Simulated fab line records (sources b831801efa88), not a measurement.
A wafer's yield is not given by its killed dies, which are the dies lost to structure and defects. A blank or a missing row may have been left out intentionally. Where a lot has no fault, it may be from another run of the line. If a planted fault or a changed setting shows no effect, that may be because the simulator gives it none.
A lot that was struck, set against a sound lot    flow sky130    21 out of 708 route steps
Sound: the wafers L540.2, L540.3, L540.4. Wafers struck: L543.1, L543.4, L543.5. Last of all comes the cause.
At each step with rows: each side's tool, then ch and its chambers, then its first start. Under that, the readings that differ: sound wafers    struck wafers    difference of the means    sigmas: that difference in standard deviations of wafers without a fault.
alike: readings with means less than 2 such deviations apart, plus words and numbers identical on both sides. not compared: withheld readings, readings lacking a value on some wafer, bounds such as >300 that could conceal the same value, and numbers that have no deviation in the record and whose values overlap.
A row with sigmas, a row that says differs or no value, or rows on one side alone: a step with any of these is where the two part. Numbers that have no deviation but don't overlap get no sigmas and don't part them. A reading that every wafer of one side lacks parts them only if that side has two wafers or more.

SKY_POLY_GATE_CD_MEAS_22:
  sound: cd-sem-01 at day 17 01:53; struck: cd-sem-01 at day 17 15:01
  alike: cd-nm
then, 7 steps without rows for these wafers: SKY_LDD_N_DEHYDRATE_00 (time 60 s); SKY_LDD_N_HMDS_01 (prime time 60 s); SKY_LDD_N_COAT_02 (resist thk 300 nm); SKY_LDD_N_SOFTBAKE_03 (time 60 s); SKY_LDD_N_EXPOSE_04 (exposes mask NTM, target cd 840 nm); SKY_LDD_N_PEB_05; SKY_LDD_N_DEVELOP_06 (develop time 60 s).
SKY_LDD_N_OVL_MEAS_07:
  sound: overlay-02 at day 18 07:34; struck: overlay-01 at day 18 21:25
  alike: LDD_N_OVL
then, 3 steps without rows for these wafers: SKY_LDD_N_IMPLANT_08; SKY_LDD_N_IMPLANT_09; SKY_LDD_N_IMPLANT_10.
SKY_LDD_N_IMPLANT_11:
  sound on implanter-03 ch 0, day 18 08:04; struck on implanter-04 ch 0, day 18 22:13
  alike: dose-ions-cm2
then, 4 steps without rows for these wafers: SKY_LDD_N_IMPLANT_12; SKY_LDD_N_IMPLANT_13; SKY_LDD_N_IMPLANT_14; SKY_LDD_N_IMPLANT_15.
SKY_LDD_N_STRIP_16: strips in O2/N2.
  sound on plasma-asher-04 ch 0,1, day 18 08:47; struck on plasma-asher-02 ch 1, day 18 23:11
reading                       sound              struck             difference  sigmas
strip-time-to-endpoint-s (s)  4.321 4.307 4.312  4.535 4.531 4.528  +0.218      +16
  alike: drypump-motor-current-A, oes-product-au
  not compared: rf-hours-counter-h
SKY_LDD_N_TW_MEAS_17:
  sound: film-metro-02 at day 18 08:54; struck: film-metro-01 at day 18 23:17
reading   sound           struck          difference  sigmas
LDD_N_TW  2580 2586 2567  2687 2683 2694  +110        +9
then, 1 step without rows for these wafers: SKY_LDD_P_DEHYDRATE_00 (time 60 s).
-- a jump in the record: the struck wafers' starts before and after are 28 days apart (it breaks off in module LDD_P and resumes in module PAD_OPEN, where the first step shown is number 708 of the route) --
SKY_PAD_OPEN_PROBE_99:
  sound: prober-02 at day 46 04:35; struck: prober-02 at day 46 14:04
reading                      sound              struck             difference  sigmas
killed-at-front-end          19 7 16            18 27 26           +10         +2
model.etest.tip-n.rs-ohm-sq  444.2 437.9 442.4  388.3 386.8 384.7  -54.9       
  alike: killed_at_M0_to_M3, killed_at_M4_up, killed-at-contacts, killed-at-other, killed-dies, killed-open, killed-short
  not compared: model.etest.nfet_01v8_lvt.vt-sat-v, model.etest.nfet_01v8_turned.vt-sat-v, model.etest.nfet_01v8.vt-sat-v

== WHERE THEY PART ==
At SKY_LDD_N_STRIP_16 first; at SKY_PAD_OPEN_PROBE_99 last (within this record only).

WHY: whatever the simulator had introduced
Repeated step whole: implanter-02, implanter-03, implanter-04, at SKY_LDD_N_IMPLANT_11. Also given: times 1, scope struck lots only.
